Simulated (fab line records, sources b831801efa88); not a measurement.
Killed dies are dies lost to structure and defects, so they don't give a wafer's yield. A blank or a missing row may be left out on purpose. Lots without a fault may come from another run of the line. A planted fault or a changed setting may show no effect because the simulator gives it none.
One fault seen from 2 desks | flow sky130 | each desk has only its own numbers; what lay behind them comes last

THE TOOL OWNER'S DESK: rie_diel-03
The tool's own readings at SKY_PAD_OPEN_ETCH_07 (etches the open film in CF4/O2, stops on AlCu, target depth 725 nm, time 161.1 s): means of the sampled wafers that have a number, for each lot that ran on this tool. A lot is out of limits, marked OUT, if its mean lies more than 4 standard deviations from the usual mean; the brackets give that distance.
Columns: A = drypump_motor_current_A at SKY_PAD_OPEN_ETCH_07, usual 5.7 A; B = oes_product_au at SKY_PAD_OPEN_ETCH_07, usual 0.978 a.u.; C = throttle_valve_pct at SKY_PAD_OPEN_ETCH_07, usual 5.963 %
lot  | first seen here | A   | B                | C
L389 | day 46 23:55    | 5.4 | 0.974            | 5.959
L390 | day 47 03:31    | 5.5 | 0.983            | 5.970
L400 | day 49 07:25    | 5.2 | 0.976            | 5.959
L403 | day 49 18:13    | 5.6 | 0.885 (-13) OUT  | 5.945
L404 | day 50 00:01    | 5.5 | 0.937 (-5.5) OUT | 5.953
This desk's finding: out of limits on L403, L404; first on L403, day 49 18:13 (oes_product_au at SKY_PAD_OPEN_ETCH_07). In limits: L389, L390, L400.

THE METROLOGY DESK
What the gauges read, lot by lot, whatever tool the lot ran on: means of the sampled wafers that have a number. A lot is out of limits, marked OUT, if its mean lies more than 4 standard deviations from the usual mean; the brackets give that distance.
Columns: A = METAL5_ALCU_RS at SKY_METAL5_RS_MEAS_05, usual 0.02704 ohm/sq
lot  | first seen here | A
L386 | day 43 14:58    | 0.02705
L387 | day 43 22:13    | 0.02703
L389 | day 44 07:47    | 0.02668
L388 | day 44 09:19    | 0.02702
L390 | day 44 10:49    | 0.02687
L391 | day 44 15:28    | 0.02696
L397 | day 46 01:20    | 0.02724
L400 | day 46 20:35    | 0.02662
L403 | day 47 10:10    | 0.02734
L404 | day 47 15:47    | 0.02690
L406 | day 48 03:00    | 0.02713
L409 | day 48 21:55    | 0.02717
This desk's finding: nothing out of limits on any of the 12 lots.

PUT TOGETHER
The tool owner's desk could have raised an alarm at day 49 18:13, on L403, L404.
The metrology desk saw nothing out of limits.
The metrology desk has L403, L404 on record, within its limits.
Of the lots named, all ran SKY_PAD_OPEN_ETCH_07 on rie_diel-03.

WHAT THE SIMULATOR HAD PUT IN
Process parameter drift: rie_diel-03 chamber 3, from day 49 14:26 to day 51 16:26, at SKY_PAD_OPEN_ETCH_07. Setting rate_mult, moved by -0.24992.
Lots struck among those shown: L403, L404.
Hours from the fault's start to each desk's first reading out of limits: the tool owner's desk, 4.
